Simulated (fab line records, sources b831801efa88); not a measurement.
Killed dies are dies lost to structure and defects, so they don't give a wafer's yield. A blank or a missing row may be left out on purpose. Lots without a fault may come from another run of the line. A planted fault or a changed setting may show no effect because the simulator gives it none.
Which tool did it? | flow sky130 | 11 lots, 32 wafers sampled, at 1 step of a route of 708

WHAT THE GAUGES READ, wafer by wafer
SKY_VIA2_RS_MEAS_22: measures by four-point-probe.
lot  | measured     | on            | VIA2_W_RS (ohm/sq)
L963 | day 36 06:29 | film_metro-02 | 0.2807 0.2762 0.2747
L965 | day 37 07:34 | film_metro-01 | 0.2750 0.2781 0.2786
L967 | day 38 15:41 | film_metro-01 | 0.2745 0.2735 0.2741
L970 | day 38 18:07 | film_metro-02 | 0.2780 0.2805 0.2790
L969 | day 38 18:31 | film_metro-04 | 0.2747 0.2802 0.2796
L968 | day 38 20:25 | film_metro-02 | 0.2736 0.2771 0.2783
L971 | day 38 21:26 | film_metro-04 | 0.2782 0.2747 0.2777
L973 | day 39 22:02 | film_metro-01 | 0.2727 0.2763 0.2764
L980 | day 41 09:21 | film_metro-02 | 0.2786 0.2792
L984 | day 42 06:11 | film_metro-02 | 0.2744 0.2751 0.2734
L985 | day 42 14:56 | film_metro-01 | 0.2737 0.2779 0.2789

WHICH TOOL RAN EACH LOT (tool, then ch and the chambers of the sampled wafers, then the start)
The record holds no process step before these readings.

THE ANSWER, worked out from the rows above alone
Rule: what is usual is taken from the lots themselves. Put in order of their means at a reading, lots are off if they are a third of the lots or fewer, leave a main group of 4 or more, and stand apart from it by a gap of 3 or more times the standard deviation of the main group's means; of several such gaps the widest counts. A main group whose means are all the same, to the digits that the tables above print for the reading, isn't used. A lot without any number at a reading at which 4 lots or more have one is off too. The other lots that the step has rows for count as sound.
No lot is off at any reading shown: from this, nothing can be told.

WHAT THE SIMULATOR HAD PUT IN
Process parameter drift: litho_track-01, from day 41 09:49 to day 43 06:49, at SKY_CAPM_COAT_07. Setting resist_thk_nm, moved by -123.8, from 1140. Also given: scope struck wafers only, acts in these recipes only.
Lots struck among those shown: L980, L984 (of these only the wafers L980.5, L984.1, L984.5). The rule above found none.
